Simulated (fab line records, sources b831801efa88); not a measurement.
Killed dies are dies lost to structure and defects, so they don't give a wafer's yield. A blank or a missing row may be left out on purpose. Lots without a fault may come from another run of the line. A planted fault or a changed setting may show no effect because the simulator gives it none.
Chamber matching | flow sky130 | SKY_METAL3_ETCH_17 on rie_diel-04: 4 sister chambers
The step etches SiO2 in C4F8/O2/Ar, stops on TiN, time 3.9 s, target depth 15 nm. 8 wafers are shown with their chamber, then 11 later ones without.

WAFERS WITH THEIR CHAMBER
wafer  | chamber | oes_product_au (a.u.)
L087.1 | 0       | 0.760
L087.3 | 1       | 0.757
L088.3 | 0       | 0.751
L088.5 | 3       | 0.758
L089.2 | 1       | 0.744
L089.4 | 2       | 0.759
L089.5 | 2       | 0.760
L091.2 | 3       | 0.754

WAFERS WITHOUT THEIR CHAMBER
wafer  | oes_product_au (a.u.)
L091.3 | 0.759
L091.6 | 0.762
L094.1 | 0.766
L094.5 | 0.759
L094.6 | 0.767
L096.3 | 0.745
L096.4 | 0.745
L096.6 | 0.762
L097.2 | 0.759
L097.3 | 0.770
L097.5 | 0.755

WHICH CHAMBER EACH WENT THROUGH
wafer  | from the rows above               | in truth
L091.3 | can't be placed: 2 or 3 or 0 or 1 | 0
L091.6 | can't be placed: 2 or 3 or 0 or 1 | 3
L094.1 | can't be placed: 2 or 3 or 0 or 1 | 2
L094.5 | can't be placed: 2 or 3 or 0 or 1 | 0
L094.6 | can't be placed: 2 or 3 or 0 or 1 | 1
L096.3 | can't be placed: 1 or 0 or 3 or 2 | 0
L096.4 | can't be placed: 1 or 0 or 3 or 2 | 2
L096.6 | can't be placed: 2 or 3 or 0 or 1 | 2
L097.2 | can't be placed: 2 or 3 or 0 or 1 | 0
L097.3 | can't be placed: 2 or 3 or 0 or 1 | 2
L097.5 | can't be placed: 0 or 3 or 1 or 2 | 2
Placed correctly: 0 of 11. Can't be placed from these rows: 11 (the true chamber is among the candidates in 11). Placed wrongly: 0.
How it was worked out, from the rows above alone: a wafer's distance from a chamber is the root of the sum, over the readings, of the square of ((its reading less the chamber's mean) divided by the reading's scatter). The wafer belongs to the nearest chamber; if the next one is less than 2 further off, it can't be placed. A chamber's mean is the mean of its shown wafers. The scatter: the root of (the sum of the squares of (reading less its chamber's mean) over the shown wafers, divided by (wafers less chambers)).
